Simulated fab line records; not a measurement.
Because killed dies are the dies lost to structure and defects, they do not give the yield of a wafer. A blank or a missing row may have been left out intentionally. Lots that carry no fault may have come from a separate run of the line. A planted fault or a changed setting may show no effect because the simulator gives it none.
2 desks looking at one fault + flow gf180mcu + numbers are kept per desk, each desk with only its own; the story behind them comes last

THE TOOL OWNER'S DESK: cvd-w-01
The tool's own readings at GF_V1_CVD_23 (deposits W, target thk 350 nm, time 105.05 s): means of the sampled wafers that have a number, for each lot that ran on this tool. A lot is out of limits, marked OUT, if its mean lies more than 4 standard deviations from the usual mean; the brackets give that distance.
Columns: A = heater-power-w at GF_V1_CVD_23, usual 892 W
| lot  | first seen here | A   |
|------|-----------------|-----|
| L954 | day 18 16:27    | 923 |
| L957 | day 19 18:24    | 867 |
| L961 | day 21 13:33    | 877 |
| L970 | day 24 13:19    | 884 |
Result from this desk: across the 4 lots, nothing is out of limits.

METROLOGY DESK
What the gauges read, lot by lot, whatever tool the lot ran on: means of the sampled wafers that have a number. A lot is out of limits, marked OUT, if its mean lies more than 4 standard deviations from the usual mean; the brackets give that distance.
Columns: A = V1_W_RS at GF_V1_RS_MEAS_24, usual 0.325 ohm/sq; B = V1_W_THK at GF_V1_THK_MEAS_25, usual 359 nm; C = cd-nm at GF_M2_CD_MEAS_14, usual 279.8 nm
| lot  | first seen here | A                | B   | C     |
|------|-----------------|------------------|-----|-------|
| L953 | day 18 12:52    | 0.329            | 355 | 279.0 |
| L954 | day 18 16:35    | 0.327            | 358 | 279.4 |
| L955 | day 18 17:46    | 0.324            | 359 | 279.5 |
| L956 | day 19 01:40    | 0.326            | 350 | 279.8 |
| L957 | day 19 18:31    | 0.325            | 352 | 279.7 |
| L959 | day 20 18:38    | 0.325            | 359 | 280.1 |
| L960 | day 21 05:07    | 0.328            | 357 | 278.3 |
| L961 | day 21 13:40    | 0.320            | 360 | 280.0 |
| L970 | day 24 13:27    | 0.286 (-6.4) OUT | 364 | 282.0 |
| L973 | day 25 05:04    | 0.327            | 358 | 280.1 |
| L976 | day 26 00:59    | 0.326            | 361 | 278.1 |
Finding of this desk: L970 out of limits, first seen on L970 at day 24 13:27 (V1_W_RS at GF_V1_RS_MEAS_24). L953, L954, L955, L956, L957, L959, L960, L961, L973, L976: within limits.

TAKEN TOGETHER
Metrology desk: alarm possible at day 24 13:27 on L970.
The tool owner's desk saw nothing out of limits.
On record at the tool owner's desk: L970, within its limits.
All the named lots went through GF_V1_CVD_23 on cvd-w-01.

WHAT THE SIMULATOR PUT IN
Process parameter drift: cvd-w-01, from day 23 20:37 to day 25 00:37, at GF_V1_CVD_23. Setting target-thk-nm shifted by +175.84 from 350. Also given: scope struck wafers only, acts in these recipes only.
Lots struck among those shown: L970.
Delay in hours, fault start to first out-of-limits reading, per desk: metrology desk 17.
